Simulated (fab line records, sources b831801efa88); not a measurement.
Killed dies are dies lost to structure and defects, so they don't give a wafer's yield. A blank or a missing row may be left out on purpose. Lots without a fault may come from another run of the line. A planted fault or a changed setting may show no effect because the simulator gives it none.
Chamber matching | flow sky130 | SKY_PASSIVATION_ETCH_11 on rie_diel-03: 4 sister chambers
The step etches the open film in CF4/O2, stops on AlCu, target depth 725 nm, time 161.1 s. 4 wafers are shown with their chamber, then 9 later ones without.

WAFERS WITH THEIR CHAMBER
wafer  | chamber | drypump_motor_current_A (A)
L083.1 | 3       | 5.3
L085.2 | 1       | 5.5
L085.3 | 2       | 5.3
L085.5 | 0       | 5.8

WAFERS WITHOUT THEIR CHAMBER
wafer  | drypump_motor_current_A (A)
L087.1 | 5.6
L087.4 | 5.3
L087.5 | 5.8
L095.2 | 5.5
L095.3 | 5.3
L095.4 | 5.5
L097.2 | 5.5
L097.4 | 5.8
L097.6 | 5.5

WHICH CHAMBER EACH WENT THROUGH
wafer  | from the rows above     | in truth
L087.1 | 1                       | 1
L087.4 | can't be placed: 2 or 3 | 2
L087.5 | 0                       | 0
L095.2 | 1                       | 1
L095.3 | can't be placed: 2 or 3 | 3
L095.4 | 1                       | 1
L097.2 | 1                       | 1
L097.4 | 0                       | 0
L097.6 | 1                       | 1
Placed correctly: 7 of 9. Can't be placed from these rows: 2 (the true chamber is among the candidates in 2). Placed wrongly: 0.
How it was worked out, from the rows above alone: a wafer's distance from a chamber is the root of the sum, over the readings, of the square of ((its reading less the chamber's mean) divided by the reading's scatter). The wafer belongs to the nearest chamber; if the next one is less than 2 further off, it can't be placed. A chamber's mean is the mean of its shown wafers. The scatter: with one shown wafer a chamber, the root of the mean of the squares of how far each hidden wafer lies from its nearest shown one.
